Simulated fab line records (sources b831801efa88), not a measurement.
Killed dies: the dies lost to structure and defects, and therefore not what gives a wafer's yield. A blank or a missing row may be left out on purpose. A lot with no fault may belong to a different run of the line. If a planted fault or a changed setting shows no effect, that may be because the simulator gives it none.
Chamber matching || flow gf180mcu || hdpcvd-01 running GF_V1_CVD_00: 3 sister chambers
The step deposits SiO2, target thk 600 nm, time 100 s. 3 wafers are shown with their chamber, then 7 later ones without.

== WAFERS, EACH WITH ITS CHAMBER ==
{"wafer": "L526.3", "chamber": 1, "run length s (s)": 128.6}
{"wafer": "L532.1", "chamber": 2, "run length s (s)": 127.5}
{"wafer": "L532.3", "chamber": 0, "run length s (s)": 127.8}

== WAFERS WHOSE CHAMBER IS MISSING ==
{"wafer": "L532.5", "run length s (s)": 128.3}
{"wafer": "L537.3", "run length s (s)": 128.4}
{"wafer": "L537.4", "run length s (s)": 127.8}
{"wafer": "L537.5", "run length s (s)": 128.6}
{"wafer": "L538.2", "run length s (s)": 128.4}
{"wafer": "L538.3", "run length s (s)": 128.2}
{"wafer": "L538.5", "run length s (s)": 127.5}

== WHICH CHAMBER EACH WENT THROUGH ==
{"wafer": "L532.5", "from the rows above": "can't be placed: 1 or 0", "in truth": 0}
{"wafer": "L537.3", "from the rows above": "can't be placed: 1 or 0", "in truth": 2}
{"wafer": "L537.4", "from the rows above": "can't be placed: 0 or 2", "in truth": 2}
{"wafer": "L537.5", "from the rows above": 1, "in truth": 1}
{"wafer": "L538.2", "from the rows above": "can't be placed: 1 or 0", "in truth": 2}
{"wafer": "L538.3", "from the rows above": "can't be placed: 0 or 1 or 2", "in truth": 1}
{"wafer": "L538.5", "from the rows above": "can't be placed: 2 or 0", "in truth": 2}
Correct placement for 1 of the 7. From these rows, 6 cannot be placed; in 4 the true chamber is one of the candidates. Placed wrongly: 0.
How it was worked out, from the rows above alone: a wafer's distance from a chamber is the root of the sum, over the readings, of the square of ((its reading less the chamber's mean) divided by the reading's scatter). The wafer belongs to the nearest chamber; if the next one is less than 2 further off, it can't be placed. The mean given for a chamber averages the wafers shown for that chamber. The scatter (one wafer shown for each chamber): square how far every hidden wafer sits from the nearest shown wafer, average those squares and take the square root.
